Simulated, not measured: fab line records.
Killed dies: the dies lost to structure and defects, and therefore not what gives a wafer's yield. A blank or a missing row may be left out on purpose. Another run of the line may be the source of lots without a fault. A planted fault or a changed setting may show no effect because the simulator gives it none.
Shared-tool check :: flow sky130 :: Lots sampled 12, wafers sampled 36

THE REASON FOR OPENING IT
Of 12 lots, 2 have the reading VT_ADJUST_HVTP_TW flagged at SKY_VT_ADJUST_HVTP_TW_MEAS_11. No-fault wafers: 1357, standard deviation 13.
Rule: flag the lot when none of its wafers has a number, or when each of its wafers that has one lies beyond 4 standard deviations from that mean. All remaining lots are regarded as sound.

lot: L108
measured: day 6 08:00
on: film-metro-04
VT_ADJUST_HVTP_TW, wafer by wafer: 1371 1362 1373
flag: 

lot: L110
measured: day 6 15:43
on: film-metro-04
VT_ADJUST_HVTP_TW, wafer by wafer: 1368 1366 1371
flag: 

lot: L111
measured: day 7 05:10
on: film-metro-03
VT_ADJUST_HVTP_TW, wafer by wafer: 1344 1364 1356
flag: 

lot: L113
measured: day 7 13:10
on: film-metro-01
VT_ADJUST_HVTP_TW, wafer by wafer: 1344 1337 1344
flag: 

lot: L115
measured: day 8 00:11
on: film-metro-04
VT_ADJUST_HVTP_TW, wafer by wafer: 648 652 657
flag: FLAGGED

lot: L117
measured: day 8 12:16
on: film-metro-01
VT_ADJUST_HVTP_TW, wafer by wafer: 1352 1346 1340
flag: 

lot: L121
measured: day 9 13:40
on: film-metro-04
VT_ADJUST_HVTP_TW, wafer by wafer: 652 648 651
flag: FLAGGED

lot: L124
measured: day 10 16:16
on: film-metro-03
VT_ADJUST_HVTP_TW, wafer by wafer: 1357 1353 1361
flag: 

lot: L125
measured: day 10 17:58
on: film-metro-04
VT_ADJUST_HVTP_TW, wafer by wafer: 1372 1377 1369
flag: 

lot: L127
measured: day 11 05:34
on: film-metro-03
VT_ADJUST_HVTP_TW, wafer by wafer: 1362 1358 1360
flag: 

lot: L130
measured: day 11 22:53
on: film-metro-04
VT_ADJUST_HVTP_TW, wafer by wafer: 1370 1367 1371
flag: 

lot: L131
measured: day 12 06:04
on: film-metro-01
VT_ADJUST_HVTP_TW, wafer by wafer: 1350 1344 1344
flag: 
Average over the flagged lots: 651; offset from the usual -706, equal to -54 standard deviations.

LOT BY LOT: THE TOOL USED
The record holds 2 process steps before the reading, out of a route of 708 steps. In each cell: the tool, then ch and the chambers that the sampled wafers went through, then the start.
lot: L108
flag: 
SKY_DNWELL_STRIP_08: plasma-asher-01 ch 0,1, day 3 07:46
SKY_VT_ADJUST_HVTP_IMPLANT_09: implanter-02 ch 0, day 6 07:45

lot: L110
flag: 
SKY_DNWELL_STRIP_08: plasma-asher-01 ch 0,1, day 3 13:40
SKY_VT_ADJUST_HVTP_IMPLANT_09: implanter-04 ch 0, day 6 15:28

lot: L111
flag: 
SKY_DNWELL_STRIP_08: plasma-asher-03 ch 0,1, day 4 01:55
SKY_VT_ADJUST_HVTP_IMPLANT_09: implanter-04 ch 0, day 7 04:55

lot: L113
flag: 
SKY_DNWELL_STRIP_08: plasma-asher-02 ch 0, day 4 08:36
SKY_VT_ADJUST_HVTP_IMPLANT_09: implanter-02 ch 0, day 7 12:55

lot: L115
flag: FLAGGED
SKY_DNWELL_STRIP_08: plasma-asher-02 ch 0, day 4 18:45
SKY_VT_ADJUST_HVTP_IMPLANT_09: implanter-02 ch 0, day 7 23:56

lot: L117
flag: 
SKY_DNWELL_STRIP_08: plasma-asher-01 ch 0,1, day 5 05:15
SKY_VT_ADJUST_HVTP_IMPLANT_09: implanter-04 ch 0, day 8 12:01

lot: L121
flag: FLAGGED
SKY_DNWELL_STRIP_08: plasma-asher-01 ch 0,1, day 6 03:18
SKY_VT_ADJUST_HVTP_IMPLANT_09: implanter-02 ch 0, day 9 13:25

lot: L124
flag: 
SKY_DNWELL_STRIP_08: plasma-asher-01 ch 0,1, day 7 00:42
SKY_VT_ADJUST_HVTP_IMPLANT_09: implanter-01 ch 0, day 10 16:01

lot: L125
flag: 
SKY_DNWELL_STRIP_08: plasma-asher-02 ch 0, day 7 01:55
SKY_VT_ADJUST_HVTP_IMPLANT_09: implanter-01 ch 0, day 10 17:44

lot: L127
flag: 
SKY_DNWELL_STRIP_08: plasma-asher-02 ch 0,1, day 7 12:15
SKY_VT_ADJUST_HVTP_IMPLANT_09: implanter-01 ch 0, day 11 05:19

lot: L130
flag: 
SKY_DNWELL_STRIP_08: plasma-asher-01 ch 0,1, day 8 01:42
SKY_VT_ADJUST_HVTP_IMPLANT_09: implanter-02 ch 0, day 11 22:39

lot: L131
flag: 
SKY_DNWELL_STRIP_08: plasma-asher-01 ch 0,1, day 8 08:37
SKY_VT_ADJUST_HVTP_IMPLANT_09: implanter-02 ch 0, day 12 05:49
What these steps do:
- SKY_DNWELL_STRIP_08: strips in O2/N2.
- SKY_VT_ADJUST_HVTP_IMPLANT_09
- SKY_VT_ADJUST_HVTP_TW_MEAS_11

FLAGGED AGAINST TOTAL, ONE TOOL AT A TIME (gauges that did the reading follow at the end)
step: SKY_DNWELL_STRIP_08
tool: plasma-asher-01
lots run: 7
flagged: 1
share of the flagged lots: some
sound lots run after its first flagged lot: 3 (L124,L130,L131)

step: SKY_DNWELL_STRIP_08
tool: plasma-asher-02
lots run: 4
flagged: 1
share of the flagged lots: some
sound lots run after its first flagged lot: 2 (L125,L127)

step: SKY_DNWELL_STRIP_08
tool: plasma-asher-03
lots run: 1
flagged: 0
share of the flagged lots: none
sound lots run after its first flagged lot: -

step: SKY_VT_ADJUST_HVTP_IMPLANT_09
tool: implanter-01
lots run: 3
flagged: 0
share of the flagged lots: none
sound lots run after its first flagged lot: -

step: SKY_VT_ADJUST_HVTP_IMPLANT_09
tool: implanter-02
lots run: 6
flagged: 2
share of the flagged lots: all
sound lots run after its first flagged lot: 2 (L130,L131)

step: SKY_VT_ADJUST_HVTP_IMPLANT_09
tool: implanter-04
lots run: 3
flagged: 0
share of the flagged lots: none
sound lots run after its first flagged lot: -

step: SKY_VT_ADJUST_HVTP_TW_MEAS_11
tool: film-metro-01
lots run: 3
flagged: 0
share of the flagged lots: none
sound lots run after its first flagged lot: -

step: SKY_VT_ADJUST_HVTP_TW_MEAS_11
tool: film-metro-03
lots run: 3
flagged: 0
share of the flagged lots: none
sound lots run after its first flagged lot: -

step: SKY_VT_ADJUST_HVTP_TW_MEAS_11
tool: film-metro-04
lots run: 6
flagged: 2
share of the flagged lots: all
sound lots run after its first flagged lot: 2 (L125,L130)

WHAT THE TABLE ALLOWS
In 2 table rows, all flagged lots were run: implanter-02 (SKY_VT_ADJUST_HVTP_IMPLANT_09), film-metro-04 (SKY_VT_ADJUST_HVTP_TW_MEAS_11).
- implanter-02 at SKY_VT_ADJUST_HVTP_IMPLANT_09: 2 of its 6 lots flagged. Lots that were sound ran on it after the first flagged one (L130, L131); a persistent fault on the entire tool would not allow that. Its own readings lie more than 4 standard deviations out on every wafer of the flagged lots: dose-ions-cm2, faraday-current-uA.
- film-metro-04 at SKY_VT_ADJUST_HVTP_TW_MEAS_11: 2 of its 6 lots flagged. Lots that were sound ran on it after the first flagged one (L125, L130); a persistent fault on the entire tool would not allow that.
No row of the table ran every flagged lot and no sound lot after the first.

WHAT THE SIMULATOR HAD INSERTED
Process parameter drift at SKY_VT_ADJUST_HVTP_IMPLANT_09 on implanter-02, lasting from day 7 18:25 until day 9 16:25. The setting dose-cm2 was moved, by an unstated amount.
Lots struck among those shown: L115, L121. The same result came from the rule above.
